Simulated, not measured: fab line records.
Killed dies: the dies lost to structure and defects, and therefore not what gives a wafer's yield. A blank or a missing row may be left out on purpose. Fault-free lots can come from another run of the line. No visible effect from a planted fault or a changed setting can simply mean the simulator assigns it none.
fab line records	flow sky130
record: lots: 6	wafers: 17	lastDay: 50
route steps=708 shown VIA2@524 METAL3@532 CAPM@537 PAD_OPEN@708
lots untouched by any fault: they come from a run of this same line in which no faults occurred
startH: hours from the record's opening day to when the first of the lot's shown wafers began	waitH: hours elapsed since this lot's preceding step	" identical to the entry in the row above	L1.1+2: several wafers, shown together as one row	- no value, or no start given	* or withheld: withheld	< > ~ a bound
route shown NAME@n: a module of which the file shows steps, and the number in the route of the first	usual: mean/standard deviation taken from wafers without a fault	same: alike in all rows	chamber/n: place in a boat	sites: readings site by site	_std_site: their standard deviation	_edge_site: mean of outer sites minus mean of inner sites	radiusMm: how far each site lies from the wafer's centre	mask NAME#n: copy n	behind: the most recent tool/chamber to have shaped the wafer	hold: reason for holding the lot/hours on hold/outcome of the hold	device: the n, p or np transistor that did not switch	end of line: tests run on the same wafers once the route is complete	for a step that has no rows: nothing shown but its recipe	killed: not the wafer's yield, but the dies lost to structure and defects at the first sort	map: a wafer's dies, marking killed ones x, the rest . and places with no die _
set.NAME: the setting the step ran with; set.NAME@STEP: the setting that earlier step ran with	model.NAME: the simulator's own value behind a step, which no gauge read
lots seen at some steps along the route; tables by step, rows by wafer
services: a tool's chamber out of use, with start hour (startH, from the record's first day; less than 0 if before it), hours out, and reason
== steps ==
step: SKY_VIA2_STRIP_17
recipe: chemistry: postEtchResidueRemover	timeS: 1200	tempC: 72.5
step: SKY_VIA2_CLEAN_18
recipe: chemistry: IPA	timeS: 180	tempC: 25
step: SKY_VIA2_CLEAN_19
recipe: chemistry: O3/DIW	dry: n2Spin
step: SKY_VIA2_SPUTTER_20
recipe: material: TiN	targetThkNm: 20	chamberPressurePa: 5	powerW: 4000	timeS: 80
step: SKY_VIA2_CVD_21
recipe: material: W	targetThkNm: 420	timeS: 126.4	tempC: 400	pressureTorr: 40
usual: heaterPowerW: 782/82
lot.wafer	tool	chamber	startH	waitH	heaterPowerW
L685.4	cvdW-02	1	911.28	0.1	861
L685.5	"	0	"	"	801
L685.6	"	1	"	"	896
L690.1	cvdW-01	1	945.92	0.0	757
L690.4	"	1	"	"	761
L690.6	"	1	"	"	751
L692.1	cvdW-02	1	946.27	0.0	873
L692.3	"	1	"	"	883
L692.4	"	0	"	"	804
L693.1	cvdW-02	1	952.84	0.0	869
L693.2	"	0	"	"	798
L693.6	"	0	"	"	803
L698.1	cvdW-01	0	976.64	0.0	629
L698.4	"	1	"	"	773
L702.3	cvdW-02	1	1000.51	0.1	875
L702.5	"	0	"	"	818
L702.6	"	1	"	"	906
step: SKY_VIA2_RS_MEAS_22
recipe: thkMeasGauge: four-point-probe	reads: W_of_VIA2_CVD_21+TiN_of_VIA2_SPUTTER_20
usual: VIA2_W_RS: 0.275/0.0031
lot.wafer	tool	chamber	startH	waitH	VIA2_W_RS[ohm/sq]
L685.4	filmMetro-04	-	911.42	0.1	0.278
L685.5	"	-	"	"	0.277
L685.6	"	-	"	"	0.276
L690.1	filmMetro-04	-	946.05	0.1	0.272
L690.4	"	-	"	"	0.276
L690.6	"	-	"	"	0.276
L692.1	filmMetro-02	-	946.40	0.1	0.280
L692.3	"	-	"	"	0.286
L692.4	"	-	"	"	0.276
L693.1	filmMetro-02	-	952.97	0.1	0.274
L693.2	"	-	"	"	0.271
L693.6	"	-	"	"	0.269
L698.1	filmMetro-02	-	976.77	0.1	0.274
L698.4	"	-	"	"	0.276
L702.3	filmMetro-04	-	1000.63	0.1	0.278
L702.5	"	-	"	"	0.274
L702.6	"	-	"	"	0.281
step: SKY_VIA2_THK_MEAS_23
recipe: thkMeasGauge: xrf	reads: W_of_VIA2_CVD_21
usual: VIA2_W_THK: 399/5.3
lot.wafer	tool	chamber	startH	waitH	VIA2_W_THK[nm]
L685.4	filmMetro-04	-	911.51	0.1	390
L685.5	"	-	"	"	397
L685.6	"	-	"	"	394
L690.1	filmMetro-04	-	946.17	0.1	397
L690.4	"	-	"	"	394
L690.6	"	-	"	"	395
L692.1	filmMetro-02	-	946.52	0.1	393
L692.3	"	-	"	"	384
L692.4	"	-	"	"	398
L693.1	filmMetro-02	-	953.09	0.1	399
L693.2	"	-	"	"	405
L693.6	"	-	"	"	408
L698.1	filmMetro-02	-	976.89	0.1	402
L698.4	"	-	"	"	399
L702.3	filmMetro-04	-	1000.73	0.1	393
L702.5	"	-	"	"	398
L702.6	"	-	"	"	391
step: SKY_VIA2_CMP_24
recipe: stopOn: SiO2	tOverpolishS: 20	downForcePsi: 3.5	platenRpm: 60	targetThkNm: 0	padVelocityMS: 0.94248
step: SKY_METAL3_SPUTTER_00
recipe: material: Ti	targetThkNm: 15	powerW: 3000	timeS: 10	chamberPressurePa: 0.4
step: SKY_METAL3_SPUTTER_01
recipe: material: TiN	targetThkNm: 20	powerW: 6500	timeS: 16.7	chamberPressurePa: 0.4
usual: throttleValvePct: 29.8/0.94
lot.wafer	tool	chamber	startH	waitH	throttleValvePct
L685.4	pvdSputter-03	-	911.87	0.0	29.6
L685.5	"	-	"	"	27.3
L685.6	"	-	"	"	29.6
L690.1	pvdSputter-04	-	946.55	0.0	29.6
L690.4	"	-	"	"	29.5
L690.6	"	-	"	"	30.7
L692.1	pvdSputter-02	-	946.90	0.0	29.7
L692.3	"	-	"	"	30.8
L692.4	"	-	"	"	29.9
L693.1	pvdSputter-04	-	953.48	0.0	29.4
L693.2	"	-	"	"	30.6
L693.6	"	-	"	"	31.2
L698.1	pvdSputter-04	-	977.28	0.0	31.2
L698.4	"	-	"	"	29.7
L702.3	pvdSputter-04	-	1001.10	0.0	31.0
L702.5	"	-	"	"	29.7
L702.6	"	-	"	"	29.7
step: SKY_METAL3_SPUTTER_02
recipe: material: AlCu	targetThkNm: 735	powerW: 10600	timeS: 39.1	chamberPressurePa: 0.4
usual: throttleValvePct: 29.8/0.9
lot.wafer	tool	chamber	startH	waitH	throttleValvePct
L685.4	pvdSputter-03	-	911.89	0.0	29.6
L685.5	"	-	"	"	27.6
L685.6	"	-	"	"	29.5
L690.1	pvdSputter-04	-	946.58	0.0	29.5
L690.4	"	-	"	"	29.2
L690.6	"	-	"	"	30.4
L692.1	pvdSputter-02	-	946.93	0.0	29.8
L692.3	"	-	"	"	30.5
L692.4	"	-	"	"	30.1
L693.1	pvdSputter-04	-	953.50	0.0	29.5
L693.2	"	-	"	"	30.6
L693.6	"	-	"	"	30.9
L698.1	pvdSputter-04	-	977.30	0.0	30.8
L698.4	"	-	"	"	29.9
L702.3	pvdSputter-04	-	1001.12	0.0	31.2
L702.5	"	-	"	"	29.5
L702.6	"	-	"	"	29.6
step: SKY_METAL3_SPUTTER_03
recipe: material: Ti	targetThkNm: 5	powerW: 3000	timeS: 3.3	chamberPressurePa: 0.4
usual: throttleValvePct: 29.9/0.92
lot.wafer	tool	chamber	startH	waitH	throttleValvePct
L685.4	pvdSputter-03	-	911.93	0.0	29.6
L685.5	"	-	"	"	27.1
L685.6	"	-	"	"	29.5
L690.1	pvdSputter-04	-	946.61	0.0	29.9
L690.4	"	-	"	"	29.3
L690.6	"	-	"	"	30.5
L692.1	pvdSputter-02	-	946.96	0.0	29.9
L692.3	"	-	"	"	31.0
L692.4	"	-	"	"	29.6
L693.1	pvdSputter-04	-	953.54	0.0	29.6
L693.2	"	-	"	"	30.8
L693.6	"	-	"	"	31.0
L698.1	pvdSputter-04	-	977.34	0.0	31.0
L698.4	"	-	"	"	29.8
L702.3	pvdSputter-04	-	1001.16	0.0	31.1
L702.5	"	-	"	"	29.3
L702.6	"	-	"	"	29.3
step: SKY_METAL3_SPUTTER_04
recipe: material: TiN	targetThkNm: 70	powerW: 6500	timeS: 58.3	chamberPressurePa: 0.4
usual: throttleValvePct: 29.8/0.92
lot.wafer	tool	chamber	startH	waitH	throttleValvePct	model.TiN_of_METAL3_SPUTTER_04.thkNm
L685.4	pvdSputter-03	-	911.95	0.0	29.5	69.64
L685.5	"	-	"	"	27.3	70.19
L685.6	"	-	"	"	29.5	69.63
L690.1	pvdSputter-04	-	946.63	0.0	29.8	70.48
L690.4	"	-	"	"	29.4	70
L690.6	"	-	"	"	30.4	70.97
L692.1	pvdSputter-02	-	946.98	0.0	29.4	71.74
L692.3	"	-	"	"	30.9	71.31
L692.4	"	-	"	"	29.7	71.02
L693.1	pvdSputter-04	-	953.56	0.0	29.4	69.23
L693.2	"	-	"	"	30.7	70.66
L693.6	"	-	"	"	31.1	69.97
L698.1	pvdSputter-04	-	977.36	0.0	31.2	70.78
L698.4	"	-	"	"	29.5	116.8
L702.3	pvdSputter-04	-	1001.18	0.0	30.7	70.23
L702.5	"	-	"	"	29.5	68.9
L702.6	"	-	"	"	29.8	116.4
step: SKY_CAPM_CVD_00
recipe: material: SiO2	targetThkNm: 15.5	tempC: 400	timeS: withheld	rfW: 450
step: SKY_CAPM_THK_MEAS_01
recipe: reads: SiO2_of_CAPM_CVD_00
usual: CAPM_CVD_00_THK: 15.39/0.25
lot.wafer	tool	chamber	startH	waitH	CAPM_CVD_00_THK[nm]
L685.4	filmMetro-03	-	912.05	-	15.50
L685.5	"	-	"	"	15.82
L685.6	"	-	"	"	15.33
L690.1	filmMetro-03	-	946.70	-	14.93
L690.4	"	-	"	"	15.04
L690.6	"	-	"	"	15.38
L692.1	filmMetro-02	-	947.05	-	15.06
L692.3	"	-	"	"	15.07
L692.4	"	-	"	"	15.20
L693.1	filmMetro-03	-	953.63	-	15.12
L693.2	"	-	"	"	15.11
L693.6	"	-	"	"	15.54
L698.1	filmMetro-02	-	977.43	-	15.14
L698.4	"	-	"	"	15.37
L702.3	filmMetro-03	-	1001.27	-	15.23
L702.5	"	-	"	"	15.55
L702.6	"	-	"	"	15.66
step: SKY_CAPM_SPUTTER_02
recipe: material: TiN	targetThkNm: 200	tempC: 300	powerW: 6500	timeS: 166.7	chamberPressurePa: 0.4
step: SKY_CAPM_RS_MEAS_03
recipe: thkMeasGauge: four-point-probe	reads: TiN_of_CAPM_SPUTTER_02
usual: CAPM_TIN_RS: 6.89/0.058
lot.wafer	tool	chamber	startH	waitH	CAPM_TIN_RS[ohm/sq]
L685.4	filmMetro-04	-	912.25	0.1	6.97
L685.5	"	-	"	"	6.85
L685.6	"	-	"	"	6.92
L690.1	filmMetro-04	-	946.87	0.1	6.94
L690.4	"	-	"	"	6.92
L690.6	"	-	"	"	6.95
L692.1	filmMetro-03	-	947.22	0.1	6.92
L692.3	"	-	"	"	6.90
L692.4	"	-	"	"	6.92
L693.1	filmMetro-04	-	953.80	0.1	6.90
L693.2	"	-	"	"	6.89
L693.6	"	-	"	"	6.86
L698.1	filmMetro-03	-	977.60	0.1	6.86
L698.4	"	-	"	"	6.89
L702.3	filmMetro-02	-	1001.46	0.1	6.81
L702.5	"	-	"	"	6.86
L702.6	"	-	"	"	7.00
step: SKY_CAPM_THK_MEAS_04
recipe: thkMeasGauge: xrf	reads: TiN_of_CAPM_SPUTTER_02
usual: CAPM_TIN_THK: 200.6/1.8
lot.wafer	tool	chamber	startH	waitH	CAPM_TIN_THK[nm]
L685.4	filmMetro-04	-	912.34	0.1	199.1
L685.5	"	-	"	"	202.0
L685.6	"	-	"	"	200.1
L690.1	filmMetro-04	-	946.99	0.1	199.8
L690.4	"	-	"	"	200.0
L690.6	"	-	"	"	200.0
L692.1	filmMetro-03	-	947.34	0.1	199.0
L692.3	"	-	"	"	199.8
L692.4	"	-	"	"	199.1
L693.1	filmMetro-04	-	953.92	0.1	201.0
L693.2	"	-	"	"	202.0
L693.6	"	-	"	"	202.5
L698.1	filmMetro-03	-	977.72	0.1	201.5
L698.4	"	-	"	"	202.3
L702.3	filmMetro-02	-	1001.56	0.1	202.4
L702.5	"	-	"	"	202.2
L702.6	"	-	"	"	197.9
step: SKY_CAPM_DEHYDRATE_05
recipe: tempC: 200	timeS: 60
step: SKY_CAPM_HMDS_06
recipe: primeTimeS: 60	primeTempC: 120
step: SKY_CAPM_COAT_07
recipe: resist: NOVOLAK	spinRpm: 3000	resistThkNm: 1140
step: SKY_CAPM_SOFTBAKE_08
recipe: tempC: 90	timeS: 60	resist: NOVOLAK
step: SKY_CAPM_EXPOSE_09
recipe: maskId: CAPM	na: 0.6	sourceShape: conventional	sigmaOuter: 0.6	polarization: unpolarized	targetCdNm: 1000	doseMj: 159
step: SKY_CAPM_PEB_10
recipe: tempC: withheld	timeS: *	resist: NOVOLAK
step: SKY_CAPM_DEVELOP_11
recipe: resist: NOVOLAK	developer: TMAH	developTimeS: 60	devTempC: 23
step: SKY_CAPM_OVL_MEAS_12
usual: CAPM_OVL: -0.6/1.3
lot.wafer	tool	chamber	startH	waitH	CAPM_OVL[nm]
L685.4	overlay-02	-	936.10	0.1	1.9
L685.5	"	-	"	"	-1.4
L685.6	"	-	"	"	-1.9
L690.1	overlay-02	-	971.16	0.1	1.0
L690.4	"	-	"	"	-0.2
L690.6	"	-	"	"	1.2
L692.1	overlay-01	-	971.46	0.1	0.4
L692.3	"	-	"	"	-1.5
L692.4	"	-	"	"	-0.2
L693.1	overlay-02	-	977.48	0.1	0.3
L693.2	"	-	"	"	-0.2
L693.6	"	-	"	"	-0.8
L698.1	overlay-02	-	1001.38	0.1	-2.7
L698.4	"	-	"	"	-1.8
L702.3	overlay-01	-	1023.79	0.1	-1.2
L702.5	"	-	"	"	-0.8
L702.6	"	-	"	"	-1.4
step: SKY_CAPM_METAL_ETCH_13
recipe: targetDepthNm: 220	stopOn: SiO2	chemistry: Cl2/BCl3	target: TiN	pressureMtorr: 10	icpW: 900	biasW: 48.5	Cl2_flow_sccm: 60	bcl3FlowSccm: 30	timeS: 62.9
step: SKY_CAPM_STRIP_14
recipe: chemistry: O2/N2	powerW: 1400	pressureMtorr: 1500	platenTempC: withheld	o2FlowSccm: 3000	n2FlowSccm: 300	overashFraction: 0.5
usual: drypumpMotorCurrentA: 5.74/0.16	n2FlowSccm: 299.9/0.94	oesProductAu: 0.710/0.0042	stripTimeToEndpointS: 12.63/0.051
lot.wafer	tool	chamber	startH	waitH	drypumpMotorCurrentA	n2FlowSccm	oesProductAu	rfHoursCounterH	stripTimeToEndpointS
L685.4	plasmaAsher-03	1	936.23	0.1	5.84	300.1	0.710	-	12.62
L685.5	"	1	"	"	5.84	299.8	0.712	-	12.57
L685.6	"	0	"	"	5.76	300.0	0.709	-	12.53
L690.1	plasmaAsher-03	1	971.27	0.1	5.84	300.1	0.713	78	12.70
L690.4	"	1	"	"	5.85	300.9	0.711	-	12.65
L690.6	"	0	"	"	5.73	299.8	0.713	-	12.67
L692.1	plasmaAsher-01	0	971.57	0.1	5.45	300.8	0.708	56	12.66
L692.3	"	1	"	"	5.42	299.3	0.702	-	12.59
L692.4	"	0	"	"	5.46	302.1	0.701	-	12.72
L693.1	plasmaAsher-03	0	977.67	0.1	5.68	299.2	0.716	79	12.70
L693.2	"	1	"	"	5.87	299.6	0.711	79	12.72
L693.6	"	0	"	"	5.65	300.1	0.707	-	12.71
L698.1	plasmaAsher-01	1	1001.49	0.1	5.43	299.1	0.712	59	12.69
L698.4	"	0	"	"	5.52	300.0	0.715	-	12.53
L702.3	plasmaAsher-02	0	1023.93	0.1	5.80	300.1	0.716	-	12.67
L702.5	"	1	"	"	5.85	299.3	0.717	-	12.58
L702.6	"	0	"	"	5.82	299.4	0.711	-	12.67
step: SKY_CAPM_STRIP_15
recipe: chemistry: postEtchResidueRemover	timeS: 1200	tempC: 72.5
step: SKY_CAPM_CLEAN_16
recipe: chemistry: IPA	timeS: 180	tempC: 25
step: SKY_CAPM_CLEAN_17
recipe: chemistry: O3/DIW	dry: n2Spin
step: SKY_METAL3_DEHYDRATE_05
recipe: tempC: 200	timeS: 60
step: SKY_METAL3_HMDS_06
recipe: primeTimeS: 60	primeTempC: 120
step: SKY_METAL3_COAT_07
recipe: resist: BARC	tempC: withheld	timeS: withheld	spinRpm: 3000	resistThkNm: 60
step: SKY_METAL3_COAT_08
recipe: resist: KrF-thick	spinRpm: 3000	resistThkNm: 1140
step: SKY_METAL3_SOFTBAKE_09
recipe: tempC: 100	timeS: 90	resist: KrF-thick
step: SKY_METAL3_EXPOSE_10
recipe: maskId: MM3	na: 0.68	sourceShape: annular	sigmaInner: 0.4	sigmaOuter: 0.8	targetCdNm: 300	doseMj: 28
step: SKY_METAL3_PEB_11
recipe: pebTempC: withheld	pebTimeS: withheld	resist: KrF-thick
step: SKY_METAL3_DEVELOP_12
recipe: developTimeS: 60	resist: KrF-thick	devTempC: 21
step: SKY_METAL3_CD_MEAS_13
recipe: targetCdNm: 300
usual: cdNm: 300.4/1.3
lot.wafer	tool	chamber	startH	waitH	cdNm
L685.4	cdSem-02	-	961.74	-	301.4
L685.5	"	-	"	"	302.6
L685.6	"	-	"	"	302.4
L690.1	cdSem-02	-	994.63	-	299.8
L690.4	"	-	"	"	299.4
L690.6	"	-	"	"	298.8
L692.1	cdSem-01	-	995.18	-	302.6
L692.3	"	-	"	"	300.7
L692.4	"	-	"	"	301.4
L693.1	cdSem-02	-	1002.00	-	300.4
L693.2	"	-	"	"	300.4
L693.6	"	-	"	"	299.7
L698.1	cdSem-02	-	1024.93	-	299.4
L698.4	"	-	"	"	300.1
L702.3	cdSem-02	-	1047.07	-	299.1
L702.5	"	-	"	"	298.3
L702.6	"	-	"	"	297.9
step: SKY_METAL3_OVL_MEAS_14
usual: METAL3_OVL: 3/5.1
lot.wafer	tool	chamber	startH	waitH	METAL3_OVL[nm]
L685.4	overlay-01	-	961.82	0.1	12
L685.5	"	-	"	"	6
L685.6	"	-	"	"	15
L690.1	overlay-01	-	994.75	0.1	3
L690.4	"	-	"	"	2
L690.6	"	-	"	"	7
L692.1	overlay-02	-	995.30	0.1	6
L692.3	"	-	"	"	7
L692.4	"	-	"	"	8
L693.1	overlay-01	-	1002.12	0.1	-6
L693.2	"	-	"	"	3
L693.6	"	-	"	"	9
L698.1	overlay-02	-	1025.05	0.1	5
L698.4	"	-	"	"	4
L702.3	overlay-02	-	1047.16	0.1	-13
L702.5	"	-	"	"	-5
L702.6	"	-	"	"	-5
step: SKY_METAL3_DESCUM_15
recipe: chemistry: O2	sourcePowerW: 150	biasPowerW: 0	pressureMtorr: 10	tempC: 40	timeS: 8
step: SKY_METAL3_METAL_ETCH_18
recipe: targetDepthA: 8450	stopOn: SiO2	overEtchFrac: 0.3	timeS: 183.1	chemistry: Cl2/BCl3	resistSidewallDeg: 88	pressureMtorr: 10	icpW: 900	biasW: 48.5	Cl2_flow_sccm: 60	bcl3FlowSccm: 30
usual: biasW: 48.50/0.14	drypumpMotorCurrentA: 5.5/0.34	oesProductAu: 0.865/0.0066	throttleValvePct: 22.265/0.0077
lot.wafer	tool	chamber	startH	waitH	biasW	drypumpMotorCurrentA	oesProductAu	rfHoursCounterH	throttleValvePct
L685.4	rieMetal-03	1	962.04	0.1	48.54	5.1	0.863	-	22.269
L685.5	"	1	"	"	48.23	5.1	0.871	-	22.275
L685.6	"	0	"	"	48.62	5.6	0.869	-	22.273
L690.1	rieMetal-03	1	994.94	0.0	48.54	5.1	0.864	13	22.269
L690.4	"	1	"	"	48.43	5.1	0.878	-	22.252
L690.6	"	0	"	"	48.39	5.6	0.863	-	22.262
L692.1	rieMetal-02	1	995.48	0.0	48.37	5.7	0.858	19	22.272
L692.3	"	0	"	"	48.47	4.8	0.872	-	22.265
L692.4	"	1	"	"	48.35	5.7	0.866	-	22.272
L693.1	rieMetal-03	1	1002.30	0.0	48.35	5.1	0.863	14	22.253
L693.2	"	0	"	"	48.42	5.5	0.851	9	22.258
L693.6	"	1	"	"	48.39	5.1	0.877	-	22.264
L698.1	rieMetal-04	0	1025.24	0.0	48.62	5.7	0.864	6	22.270
L698.4	"	0	"	"	48.69	5.7	0.889	-	22.264
L702.3	rieMetal-04	0	1047.39	0.1	48.44	5.7	0.877	-	22.268
L702.5	"	1	"	"	48.50	5.8	0.868	-	22.264
L702.6	"	0	"	"	48.47	5.7	0.898	-	22.249
step: SKY_PAD_OPEN_PROBE_99
usual: defectLimitedYield: 82.5/1.9	killed_at_M0_to_M3: 43/6.8	killed_at_M4_up: 3.0/1.6	killedAtContacts: 25/6	killedAtFrontEnd: 15/4.4	killedAtOther: 0.3/0.52	killedDies: 86/9.6	killedOpen: 47/6.7	killedShort: 39/6.8	sort_bin_3_pad_short: 0.9/0.43	sort_bin_5_function: 10.3/1.5	sort_bin_6_memory: 6.3/1.1	sortNPass: 406/9.6	sortYieldPct: 82.5/1.9
same: grossDies: 492	killedAtBackSide: 0	sort_bin_4_leakage[%]: 0	sort_bin_8_speed[%]: 0
lot.wafer	tool	chamber	startH	waitH	defectLimitedYield[%]	killed_at_M0_to_M3	killed_at_M4_up	killedAtContacts	killedAtFrontEnd	killedAtOther	killedDies	killedOpen	killedShort	sort_bin_3_pad_short[%]	sort_bin_5_function[%]	sort_bin_6_memory[%]	sortNPass	sortYieldPct[%]	model.etest.via3Chain.rcOhm
L685.4	prober-02	-	1126.96	0.2	79.7	43	3	37	16	1	100	54	45	1.2	12.2	6.9	392	79.7	9.874
L685.5	prober-02	-	1127.01	0.2	83.1	37	3	28	15	0	83	48	35	0.8	8.7	7.3	409	83.1	9.963
L685.6	prober-02	-	1127.06	0.2	81.3	43	1	32	16	0	92	59	33	1.6	10.8	6.3	400	81.3	10.09
L690.1	prober-02	-	1154.35	0.1	83.3	54	3	12	13	0	82	43	39	0.4	11.0	5.3	410	83.3	9.239
L690.4	prober-02	-	1154.50	0.2	81.5	51	5	23	12	0	91	55	36	0.2	12.4	5.9	401	81.5	9.762
L690.6	prober-02	-	1154.60	0.2	83.9	36	5	27	10	1	79	44	35	0.4	10.0	5.7	413	83.9	9.736
L692.1	prober-01	-	1154.73	0.1	79.9	57	4	20	18	0	99	56	43	0.8	13.6	5.7	393	79.9	9.144
L692.3	prober-01	-	1154.83	0.2	81.3	49	1	30	11	1	92	45	47	0.8	10.8	7.1	400	81.3	9.62
L692.4	prober-01	-	1154.88	0.2	82.7	53	2	15	14	1	85	50	35	1.2	9.6	6.5	407	82.7	9.3
L693.1	prober-01	-	1158.30	0.1	81.3	38	4	37	13	0	92	48	44	0.8	11.6	6.3	400	81.3	9.748
L693.2	prober-01	-	1158.35	0.1	80.5	46	4	31	15	0	96	52	44	0.8	10.8	7.9	396	80.5	9.727
L693.6	prober-01	-	1158.55	0.2	82.9	42	3	24	15	0	84	44	40	0.6	8.3	8.1	408	82.9	9.387
L698.1	prober-02	-	1176.82	0.1	83.1	49	4	21	9	0	83	42	41	1.0	8.9	6.9	409	83.1	8.763
L698.4	prober-02	-	1176.97	0.2	79.5	44	6	30	20	1	101	63	38	0.6	11.4	8.5	391	79.5	10.99
L702.3	prober-02	-	1192.68	0.2	81.1	40	5	30	18	0	93	59	33	0.8	11.6	6.5	399	81.1	9.695
L702.5	prober-02	-	1192.78	0.2	80.5	46	2	30	18	0	96	54	41	0.6	10.0	8.9	396	80.5	9.908
L702.6	prober-02	-	1192.83	0.2	82.9	43	4	22	15	0	84	41	42	1.0	9.8	6.3	408	82.9	12.16
killed by level:class
L685.4 CONTACT:geometricParticle:open=12 VIA1:geometricParticle:open=9 VIA1:geometricParticle:short=9 LI_CONTACT:geometricParticle:open=8 CONTACT:geometricParticle:short=8 LI_CONTACT:geometricParticle:short=5 VIA2:geometricParticle:open=5 FIELD_ISO:geometricParticle:open=4
L685.5 VIA1:geometricParticle:open=9 LI_CONTACT:geometricParticle:open=8 CONTACT:geometricParticle:open=7 VIA3:geometricParticle:open=7 FIELD_ISO:geometricParticle:open=5 VIA2:geometricParticle:open=5 CONTACT:geometricParticle:short=5 METAL1:geometricParticle:short=5
L685.6 CONTACT:geometricParticle:open=14 VIA3:geometricParticle:open=9 VIA1:geometricParticle:open=9 LI_CONTACT:geometricParticle:short=8 LI_CONTACT:geometricParticle:open=7 FIELD_ISO:geometricParticle:open=5 VIA2:geometricParticle:open=5 FIELD_ISO:geometricParticle:short=4
L690.1 VIA1:geometricParticle:open=10 VIA1:geometricParticle:short=7 VIA2:geometricParticle:open=7 METAL2:geometricParticle:short=6 VIA3:geometricParticle:open=6 FIELD_ISO:geometricParticle:short=5 CONTACT:geometricParticle:open=5 VIA2:geometricParticle:short=5
L690.4 VIA1:geometricParticle:open=13 CONTACT:geometricParticle:open=12 VIA2:geometricParticle:open=7 VIA3:geometricParticle:open=7 METAL2:geometricParticle:short=6 FIELD_ISO:geometricParticle:open=5 VIA1:geometricParticle:short=5 LI_CONTACT:geometricParticle:short=4
L690.6 CONTACT:geometricParticle:open=11 LI_CONTACT:geometricParticle:open=7 VIA1:geometricParticle:short=7 VIA3:geometricParticle:open=6 CONTACT:geometricParticle:short=5 VIA2:geometricParticle:open=5 FIELD_ISO:geometricParticle:open=3 POLY_GATE:geometricParticle:short=3
L692.1 VIA1:geometricParticle:open=12 VIA2:geometricParticle:open=11 VIA1:geometricParticle:short=8 CONTACT:geometricParticle:open=7 VIA3:geometricParticle:open=7 SPACER:geometricParticle:open=5 METAL2:geometricParticle:short=5 VIA3:geometricParticle:short=5
L692.3 VIA1:geometricParticle:open=11 LI_CONTACT:geometricParticle:open=8 LOCAL_INTERCONNECT:geometricParticle:short=8 CONTACT:geometricParticle:open=8 VIA2:geometricParticle:open=6 CONTACT:geometricParticle:short=6 METAL1:geometricParticle:short=6 VIA3:geometricParticle:open=5
L692.4 VIA1:geometricParticle:open=13 VIA3:geometricParticle:open=8 FIELD_ISO:geometricParticle:open=7 VIA2:geometricParticle:open=7 CONTACT:geometricParticle:open=7 METAL1:geometricParticle:short=7 FIELD_ISO:geometricParticle:short=5 CONTACT:geometricParticle:short=4
L693.1 CONTACT:geometricParticle:open=11 VIA1:geometricParticle:open=10 LI_CONTACT:geometricParticle:open=9 CONTACT:geometricParticle:short=6 VIA1:geometricParticle:short=6 LOCAL_INTERCONNECT:geometricParticle:short=5 VIA3:geometricParticle:open=5 FIELD_ISO:geometricParticle:short=4
L693.2 CONTACT:geometricParticle:open=11 VIA3:geometricParticle:open=9 VIA1:geometricParticle:open=7 CONTACT:geometricParticle:short=7 POLY_GATE:geometricParticle:open=6 METAL3:geometricParticle:short=6 LI_CONTACT:geometricParticle:open=5 LOCAL_INTERCONNECT:geometricParticle:short=5
L693.6 VIA1:geometricParticle:open=11 CONTACT:geometricParticle:open=7 METAL2:geometricParticle:short=7 LOCAL_INTERCONNECT:geometricParticle:short=6 VIA2:geometricParticle:open=6 METAL1:geometricParticle:short=5 POLY_GATE:geometricParticle:short=4 LI_CONTACT:geometricParticle:open=4
L698.1 VIA1:geometricParticle:open=10 CONTACT:geometricParticle:open=6 VIA2:geometricParticle:open=6 METAL1:geometricParticle:short=5 METAL2:geometricParticle:short=5 VIA3:geometricParticle:open=5 VIA2:geometricParticle:short=4 CONTACT:geometricParticle:short=4
L698.4 CONTACT:geometricParticle:open=12 VIA1:geometricParticle:open=10 VIA2:geometricParticle:open=9 LI_CONTACT:geometricParticle:open=8 POLY_GATE:geometricParticle:open=6 VIA3:geometricParticle:open=6 LOCAL_INTERCONNECT:geometricParticle:short=5 METAL1:geometricParticle:short=5
L702.3 VIA1:geometricParticle:open=15 CONTACT:geometricParticle:open=10 LI_CONTACT:geometricParticle:open=9 VIA2:geometricParticle:open=8 FIELD_ISO:geometricParticle:open=5 METAL1:geometricParticle:short=4 METAL2:geometricParticle:short=4 FIELD_ISO:geometricParticle:short=3
L702.5 VIA1:geometricParticle:open=10 LI_CONTACT:geometricParticle:open=9 VIA3:geometricParticle:open=9 CONTACT:geometricParticle:open=7 LOCAL_INTERCONNECT:geometricParticle:short=7 VIA2:geometricParticle:open=5 CONTACT:geometricParticle:short=4 VIA1:geometricParticle:short=4
L702.6 VIA1:geometricParticle:open=12 CONTACT:geometricParticle:open=8 FIELD_ISO:geometricParticle:short=7 VIA3:geometricParticle:open=7 VIA3:geometricParticle:short=6 VIA1:geometricParticle:short=5 LI_CONTACT:geometricParticle:open=4 LOCAL_INTERCONNECT:geometricParticle:short=4
== services ==
tool	chamber	startH	hours	kind
plasmaAsher-02	-	895.00	3.8	repair
cvdW-01	-	904.00	14.0	pm
cvdW-01	0	904.00	14.0	ventCycle
cvdW-01	1	904.00	14.0	ventCycle
plasmaAsher-02	-	910.70	5.7	repair
cvdW-01	0	918.00	-	clean
cvdW-01	1	918.00	-	clean
rieMetal-04	-	918.65	1.3	repair
rieMetal-02	-	937.76	2.8	pm
cvdW-01	1	955.20	10.8	repair
rieMetal-02	0	962.56	-	clean
rieMetal-02	0	962.56	23.4	scheduledDown
rieMetal-02	0	962.56	23.4	ventCycle
cvdW-02	-	962.91	0.6	repair
plasmaAsher-01	-	971.88	0.8	repair
rieMetal-04	0	1019.67	4.6	repair
rieMetal-03	-	1024.43	2.8	pm
pvdSputter-04	-	1029.32	9.2	repair
cvdW-01	1	1038.13	1.4	repair
== key ==
firstSign: step: SKY_METAL3_METAL_ETCH_18	reading: oesProductAu	direction: up	sigmas: 4.3	usual: 0.865	struck: 0.893
effect none on later readings
modelEffect: step: SKY_METAL3_SPUTTER_04	value: TiN_of_METAL3_SPUTTER_04.thkNm	without: 70.49	struck: 116.6
modelEffect: step: SKY_PAD_OPEN_PROBE_99	value: etest.via3Chain.rcOhm	without: 10.2	struck: 11.57
metAt SKY_METAL3_SPUTTER_04
struckWafers L698.4,L702.6
onsetBetween 953.56 977.36
fault: kind: processParameterDrift	tool: pvdSputter-04	chamber: -	onsetH: 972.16	steps: SKY_METAL3_SPUTTER_04	channel: targetThkNm	offset: 46.133	shape: step	endH: 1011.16	scope: struckWafersOnly	actsIn: theseRecipesOnly	stated: 70
